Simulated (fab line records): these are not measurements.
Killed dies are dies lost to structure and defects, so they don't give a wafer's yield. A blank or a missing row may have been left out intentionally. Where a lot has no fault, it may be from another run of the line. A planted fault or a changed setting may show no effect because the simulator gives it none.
fab line records	flow sky130
record: lots: 6	wafers: 18	last-day: 49
route steps=708 shown POLY_GATE@217 PAD_OPEN@708
lots untouched by any fault: they come from a run of this same line in which no faults occurred
start-h: start of the lot's first displayed wafer, in hours after the record's first day	wait-h: how many hours have passed since the lot's step before this one	" as in the row above	L1.1+2: a single row standing in for several wafers	- no value present, or no start provided	* or withheld: withheld	< > ~ a bound
route shown NAME@n: NAME is a module with steps in the file, n the number in the route of the first one	usual: mean and standard deviation over wafers with no fault	same: alike in all rows	chamber/n: place in a boat	sites: the reading at each site	_std_site: the values' standard deviation	_edge_site: mean of outer sites minus mean of inner sites	radius-mm: for every site, how far away it sits from the centre of the wafer	mask NAME#n: copy n	behind: tool/chamber where the wafer was last shaped	hold: why the lot went on hold/how many hours it stayed there/how the hold came to an end	device: names the non-switching transistor (n, p or np)	end of line: at the end of the route, the tests of the same wafers	a step without rows: its recipe alone	killed: dies that structure and defects cost at the first sort, which is not the same as the wafer's yield	map: a wafer's dies, x killed, . not, _ none there
set.NAME: the setting that was run; set.NAME@STEP: the one run at that earlier step	model.NAME: the simulator's own value behind a step, which no gauge read
lots seen at some steps along the route; tables by step, rows by wafer
services: when a tool's chamber went out of use (start-h, in hours from the record's first day, below 0 if earlier), for how many hours, and the reason
== steps ==
step: SKY_POLY_GATE_CVD_03
recipe: material: Si3N4	precursor: DCS/NH3	target-thk-nm: 75	temp-c: 770	time-s: 1290	pressure-mtorr: 250
step: SKY_POLY_GATE_THK_MEAS_04
recipe: reads: Si3N4_of_POLY_GATE_CVD_03
usual: POLY_GATE_CVD_03_THK: 74.5/0.59
lot.wafer	tool	chamber	start-h	wait-h	POLY_GATE_CVD_03_THK[nm]
L981.1	film-metro-01	-	374.84	0.0	75.2
L981.2	"	-	"	"	74.5
L981.5	"	-	"	"	74.4
L983.1	film-metro-03	-	391.56	0.0	74.8
L983.2	"	-	"	"	74.1
L983.6	"	-	"	"	74.8
L984.1	film-metro-03	-	420.95	0.0	73.5
L984.2	"	-	"	"	74.9
L984.4	"	-	"	"	74.1
L985.1	film-metro-02	-	420.95	0.0	74.7
L985.3	"	-	"	"	74.6
L985.4	"	-	"	"	74.8
L988.1	film-metro-03	-	432.79	0.0	74.3
L988.2	"	-	"	"	74.5
L988.6	"	-	"	"	74.3
L992.2	film-metro-01	-	472.38	0.0	74.4
L992.3	"	-	"	"	74.6
L992.5	"	-	"	"	74.3
step: SKY_POLY_GATE_DEHYDRATE_05
recipe: temp-c: 200	time-s: 60
step: SKY_POLY_GATE_HMDS_06
recipe: prime-time-s: 60	prime-temp-c: 120
step: SKY_POLY_GATE_COAT_07
recipe: resist: BARC	temp-c: withheld	time-s: withheld	spin-rpm: 3000	resist-thk-nm: 110
step: SKY_POLY_GATE_COAT_08
recipe: resist: KrF-thick	spin-rpm: 3000	resist-thk-nm: 450
step: SKY_POLY_GATE_SOFTBAKE_09
recipe: temp-c: 100	time-s: 90	resist: KrF-thick
step: SKY_POLY_GATE_EXPOSE_10
recipe: mask-id: P1M	na: 0.68	source-shape: conventional	sigma-outer: 0.6	target-cd-nm: 150	dose-mj: 28
step: SKY_POLY_GATE_PEB_11
recipe: peb-temp-c: withheld	peb-time-s: withheld	resist: KrF-thick
step: SKY_POLY_GATE_DEVELOP_12
recipe: develop-time-s: 60	resist: KrF-thick	dev-temp-c: 21
step: SKY_POLY_GATE_CD_MEAS_13
recipe: target-cd-nm: 150
usual: cd-nm: 149.5/1.7
lot.wafer	tool	chamber	start-h	wait-h	cd-nm
L981.1	cd-sem-02	-	404.23	-	148.2
L981.2	"	-	"	"	150.2
L981.5	"	-	"	"	150.3
L983.1	cd-sem-02	-	421.27	-	149.4
L983.2	"	-	"	"	150.0
L983.6	"	-	"	"	148.9
L984.1	cd-sem-01	-	451.32	-	151.7
L984.2	"	-	"	"	151.8
L984.4	"	-	"	"	150.6
L985.1	cd-sem-02	-	451.59	-	147.1
L985.3	"	-	"	"	146.2
L985.4	"	-	"	"	147.3
L988.1	cd-sem-01	-	464.04	-	152.1
L988.2	"	-	"	"	151.9
L988.6	"	-	"	"	151.8
L992.2	cd-sem-01	-	502.20	-	147.5
L992.3	"	-	"	"	147.3
L992.5	"	-	"	"	148.1
step: SKY_POLY_GATE_OVL_MEAS_14
usual: POLY_GATE_OVL: 1/4.2
lot.wafer	tool	chamber	start-h	wait-h	POLY_GATE_OVL[nm]
L981.1	overlay-02	-	404.35	0.1	1
L981.2	"	-	"	"	-5
L981.5	"	-	"	"	-4
L983.1	overlay-01	-	421.39	0.1	-1
L983.2	"	-	"	"	-4
L983.6	"	-	"	"	2
L984.1	overlay-02	-	451.44	0.1	-2
L984.2	"	-	"	"	3
L984.4	"	-	"	"	2
L985.1	overlay-01	-	451.71	0.1	0
L985.3	"	-	"	"	1
L985.4	"	-	"	"	6
L988.1	overlay-02	-	464.16	0.1	6
L988.2	"	-	"	"	-5
L988.6	"	-	"	"	-1
L992.2	overlay-01	-	502.31	0.1	-2
L992.3	"	-	"	"	-8
L992.5	"	-	"	"	-5
step: SKY_POLY_GATE_ETCH_15
recipe: chemistry: N2/H2	target: BARC	ion-energy-ev: 200	source-w: 500	bias-w: 100	pressure-mtorr: 30	n2-flow-sccm: 100	h2-flow-sccm: 200	stop-on: SiO2	time-s: 118.5	target-depth-a: 1100
usual: bias-w: 99.96/0.28	drypump-motor-current-A: 5.6/0.41	oes-product-au: 0.716/0.0041	throttle-valve-pct: 13.212/0.0089
lot.wafer	tool	chamber	start-h	wait-h	bias-w	drypump-motor-current-A	oes-product-au	rf-hours-counter-h	throttle-valve-pct	model.KrF-thick_of_POLY_GATE_COAT_08.thk-nm
L981.1	rie-diel-04	2	404.38	0.0	100.10	5.2	0.706	75	13.221	342.3
L981.2	"	0	"	"	100.31	5.3	0.724	76	13.210	343.7
L981.5	"	2	"	"	99.70	5.2	0.716	-	13.219	343.2
L983.1	rie-diel-04	2	421.43	0.0	100.06	5.2	0.715	75	13.217	342.3
L983.2	"	1	"	"	99.93	5.8	0.711	63	13.204	345.8
L983.6	"	0	"	"	81.07	5.3	0.713	-	13.213	349
L984.1	rie-diel-02	2	451.48	0.0	99.85	6.0	0.711	19	13.190	344.1
L984.2	"	3	"	"	100.17	5.2	0.718	8	13.212	346.3
L984.4	"	0	"	"	99.71	5.2	0.720	46	13.212	345.4
L985.1	rie-diel-04	1	451.74	0.0	99.90	5.8	0.711	63	13.217	351.1
L985.3	"	0	"	"	81.16	5.3	0.722	77	13.216	353
L985.4	"	3	"	"	100.05	6.0	0.713	69	13.198	348.5
L988.1	rie-diel-03	3	464.19	0.0	99.83	6.5	0.721	8	13.212	344
L988.2	"	0	"	"	100.08	5.7	0.717	16	13.228	344.8
L988.6	"	0	"	"	100.26	5.7	0.717	-	13.216	345
L992.2	rie-diel-03	1	502.34	0.0	99.96	5.0	0.719	8	13.220	343
L992.3	"	2	"	"	100.03	5.4	0.716	3	13.204	343
L992.5	"	2	"	"	100.13	5.4	0.718	-	13.207	343.6
step: SKY_POLY_GATE_ETCH_16
recipe: stop-on: poly-Si	chemistry: CH3F/O2	target: Si3N4	source-w: 400	bias-w: 80	pressure-mtorr: 25	ch3f-flow-sccm: 40	O2_flow_sccm: 30	time-s: 147.5	target-depth-a: 750
usual: bias-w: 80.02/0.2	drypump-motor-current-A: 5.6/0.41	oes-product-au: 0.639/0.0049	throttle-valve-pct: 10.535/0.0094
lot.wafer	tool	chamber	start-h	wait-h	bias-w	drypump-motor-current-A	oes-product-au	rf-hours-counter-h	throttle-valve-pct
L981.1	rie-diel-04	2	404.46	0.0	79.60	5.3	0.644	75	10.550
L981.2	"	0	"	"	79.83	5.3	0.631	76	10.513
L981.5	"	2	"	"	80.31	5.3	0.633	-	10.549
L983.1	rie-diel-04	2	421.51	0.0	79.97	5.3	0.633	75	10.554
L983.2	"	1	"	"	80.02	5.7	0.631	63	10.532
L983.6	"	0	"	"	80.17	5.3	0.633	-	10.533
L984.1	rie-diel-02	2	451.56	0.0	80.32	6.0	0.637	19	10.525
L984.2	"	3	"	"	80.14	5.2	0.636	8	10.531
L984.4	"	0	"	"	80.05	5.2	0.629	46	10.528
L985.1	rie-diel-04	1	451.82	0.0	79.97	5.8	0.643	63	10.544
L985.3	"	0	"	"	80.22	5.2	0.635	77	10.535
L985.4	"	3	"	"	79.68	6.0	0.638	69	10.534
L988.1	rie-diel-03	3	464.27	0.0	79.95	6.5	0.638	8	10.534
L988.2	"	0	"	"	80.19	5.7	0.635	16	10.536
L988.6	"	0	"	"	80.42	5.7	0.637	-	10.545
L992.2	rie-diel-03	1	502.42	0.0	80.02	5.0	0.636	8	10.532
L992.3	"	2	"	"	80.15	5.3	0.644	4	10.531
L992.5	"	2	"	"	80.16	5.3	0.640	-	10.538
step: SKY_POLY_GATE_ETCH_17
recipe: target-depth-nm: 180	stop-on: SiO2	over-etch-frac: 0.56667	chemistry: HBr/Cl2	target: poly-Si	icp-w: 400	bias-w: 100	pressure-mtorr: 10	HBr_flow_sccm: 150	Cl2_flow_sccm: 50	time-s: 70.5
usual: bias-w: 100.0/0.32	drypump-motor-current-A: 6.0/0.58	oes-product-au: 0.983/0.0079	throttle-valve-pct: 33.685/0.01
lot.wafer	tool	chamber	start-h	wait-h	bias-w	drypump-motor-current-A	oes-product-au	rf-hours-counter-h	throttle-valve-pct	model.KrF-thick_of_POLY_GATE_COAT_08.thk-nm
L981.1	rie-si-02	3	404.56	0.0	99.9	5.1	0.978	4	33.704	138.1
L981.2	"	2	"	"	100.5	6.1	0.994	0	33.679	139.2
L981.5	"	2	"	"	100.0	6.1	0.997	-	33.687	135.1
L983.1	rie-si-01	1	421.61	0.0	99.3	4.9	0.969	60	33.673	139.2
L983.2	"	3	"	"	100.0	6.1	0.986	3	33.678	145
L983.6	"	0	"	"	100.1	6.5	0.982	-	33.682	146.8
L984.1	rie-si-01	1	451.66	0.0	99.6	4.9	0.978	60	33.679	141.9
L984.2	"	0	"	"	100.1	6.5	0.988	1	33.670	143
L984.4	"	2	"	"	100.2	6.5	0.991	1	33.672	136.9
L985.1	rie-si-02	1	451.92	0.0	100.4	5.7	0.984	42	33.687	151
L985.3	"	3	"	"	100.0	5.1	0.980	4	33.667	150
L985.4	"	0	"	"	100.7	6.7	0.997	2	33.688	147.8
L988.1	rie-si-01	1	464.37	0.0	100.0	4.9	0.972	60	33.679	142.1
L988.2	"	2	"	"	99.6	6.5	0.991	1	33.685	137.8
L988.6	"	3	"	"	100.3	6.1	0.992	-	33.670	140.2
L992.2	rie-si-01	0	502.52	0.0	100.4	6.4	0.985	1	33.664	137.2
L992.3	"	3	"	"	100.0	6.1	0.988	4	33.660	137.6
L992.5	"	3	"	"	100.3	6.1	0.980	-	33.683	137.6
step: SKY_POLY_GATE_STRIP_18
recipe: chemistry: O2/N2	power-w: 1400	pressure-mtorr: 1500	platen-temp-c: withheld	o2-flow-sccm: 3000	n2-flow-sccm: 300	overash-fraction: 0.5
usual: drypump-motor-current-A: 6.0/0.52	oes-product-au: 0.362/0.0046	strip-time-to-endpoint-s: 3.18/0.038
lot.wafer	tool	chamber	start-h	wait-h	drypump-motor-current-A	oes-product-au	rf-hours-counter-h	strip-time-to-endpoint-s
L981.1	plasma-asher-04	1	404.62	0.0	6.7	0.369	72	3.15
L981.2	"	0	"	"	6.2	0.372	72	3.15
L981.5	"	0	"	"	6.2	0.357	-	3.11
L983.1	plasma-asher-03	1	421.67	0.0	6.3	0.366	61	3.16
L983.2	"	0	"	"	5.2	0.366	61	3.22
L983.6	"	0	"	"	5.2	0.367	-	3.24
L984.1	plasma-asher-02	0	451.72	0.0	5.6	0.361	2	3.18
L984.2	"	1	"	"	5.8	0.358	2	3.21
L984.4	"	0	"	"	5.5	0.360	-	3.15
L985.1	plasma-asher-04	0	451.98	0.0	6.2	0.361	77	3.30
L985.3	"	1	"	"	6.7	0.368	-	3.28
L985.4	"	0	"	"	6.2	0.355	-	3.26
L988.1	plasma-asher-03	1	464.43	0.0	6.3	0.365	65	3.20
L988.2	"	0	"	"	5.2	0.363	65	3.15
L988.6	"	1	"	"	6.3	0.359	-	3.17
L992.2	plasma-asher-04	0	502.57	0.0	6.2	0.352	83	3.13
L992.3	"	1	"	"	6.7	0.369	-	3.13
L992.5	"	0	"	"	6.2	0.353	-	3.15
step: SKY_PAD_OPEN_PROBE_99
usual: killed_at_M0_to_M3: 43/7.7	killed_at_M4_up: 2.9/1.7	killed-at-contacts: 24/5.5	killed-at-front-end: 15/4	killed-at-other: 0.4/0.66	killed-dies: 86/9.4	killed-open: 47/6.7	killed-short: 38/6.2
same: gross-dies: 492	killed-at-back-side: 0
lot.wafer	tool	chamber	start-h	wait-h	killed_at_M0_to_M3	killed_at_M4_up	killed-at-contacts	killed-at-front-end	killed-at-other	killed-dies	killed-open	killed-short
L983.1	prober-02	-	1107.96	0.1	59	6	22	13	1	101	61	40
L983.2	prober-02	-	1108.01	0.1	39	7	28	14	0	88	57	31
L983.6	prober-02	-	1108.21	0.2	41	3	22	24	0	90	43	47
L988.1	prober-02	-	1136.39	0.1	46	1	21	14	0	82	44	37
L988.2	prober-02	-	1136.44	0.1	48	1	24	10	0	83	46	37
L988.6	prober-02	-	1136.64	0.2	33	1	30	15	1	80	47	33
killed by level:class
L983.1 VIA1:geometric-particle:open=18 CONTACT:geometric-particle:open=12 VIA3:geometric-particle:open=10 VIA2:geometric-particle:open=7 VIA1:geometric-particle:short=7 FIELD_ISO:geometric-particle:open=6 CONTACT:geometric-particle:short=5 METAL1:geometric-particle:short=5
L983.2 CONTACT:geometric-particle:open=16 VIA1:geometric-particle:open=10 VIA3:geometric-particle:open=8 VIA2:geometric-particle:open=6 FIELD_ISO:geometric-particle:short=4 POLY_GATE:geometric-particle:short=4 LI_CONTACT:geometric-particle:open=4 LOCAL_INTERCONNECT:geometric-particle:short=4
L983.6 FIELD_ISO:geometric-particle:short=9 VIA1:geometric-particle:open=8 LI_CONTACT:geometric-particle:open=7 VIA1:geometric-particle:short=7 POLY_GATE:geometric-particle:open=6 LI_CONTACT:geometric-particle:short=5 CONTACT:geometric-particle:short=5 VIA2:geometric-particle:short=5
L988.1 VIA2:geometric-particle:open=8 CONTACT:geometric-particle:open=7 VIA3:geometric-particle:open=7 METAL1:geometric-particle:short=6 VIA1:geometric-particle:open=6 VIA3:geometric-particle:short=5 FIELD_ISO:geometric-particle:short=4 LI_CONTACT:geometric-particle:open=4
L988.2 VIA3:geometric-particle:open=10 CONTACT:geometric-particle:open=9 VIA1:geometric-particle:open=8 VIA1:geometric-particle:short=6 VIA2:geometric-particle:open=6 CONTACT:geometric-particle:short=5 LI_CONTACT:geometric-particle:open=4 METAL1:geometric-particle:open=4
L988.6 CONTACT:geometric-particle:open=10 VIA1:geometric-particle:open=9 VIA3:geometric-particle:open=6 LI_CONTACT:geometric-particle:open=5 LI_CONTACT:geometric-particle:short=5 LOCAL_INTERCONNECT:geometric-particle:short=5 FIELD_ISO:geometric-particle:short=4 VIA2:geometric-particle:open=4
== services ==
tool	chamber	start-h	hours	kind
plasma-asher-04	-	384.16	4.2	repair
plasma-asher-02	-	385.04	21.0	repair
rie-diel-04	-	389.13	14.6	pm
plasma-asher-02	-	421.25	9.0	pm
plasma-asher-02	0	421.25	9.0	vent-cycle
plasma-asher-02	1	421.25	9.0	vent-cycle
rie-diel-03	2	430.03	2.6	repair
plasma-asher-02	0	430.25	-	clean
plasma-asher-02	1	430.25	-	clean
plasma-asher-03	-	475.92	3.0	repair
rie-si-01	1	478.79	-	clean
rie-si-01	1	478.79	27.3	scheduled-down
rie-si-01	1	478.79	27.3	vent-cycle
plasma-asher-03	-	492.63	7.9	repair
rie-diel-02	0	501.77	2.9	repair
== key ==
first-sign: step: SKY_POLY_GATE_ETCH_15	reading: bias-w	direction: down	sigmas: 67	usual: 99.96	struck: 81.12
effect none on later readings
model-effect: step: SKY_POLY_GATE_ETCH_15	value: KrF-thick_of_POLY_GATE_COAT_08.thk-nm	without: 345.6	struck: 351
model-effect: step: SKY_POLY_GATE_ETCH_17	value: KrF-thick_of_POLY_GATE_COAT_08.thk-nm	without: 143	struck: 148.4
met-at SKY_POLY_GATE_ETCH_15
struck-wafers L983.6,L985.3
tester-left-out L983,L985
onset-between 404.38 421.43
fault: kind: process-parameter-drift	tool: rie-diel-04	chamber: 0	onset-h: 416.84	steps: SKY_POLY_GATE_ETCH_15	channel: bias-w	offset: -19.044	shape: step	end-h: 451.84	acts-in: these-recipes-only	stated: 100
tester-left-out: of these lots the tester's yield and bins aren't shown, on N5 and GAA mostly nor the transistor test; their killed dies are dies lost to structure and defects alone, not to doping, threshold or leakage, so they don't give the yield
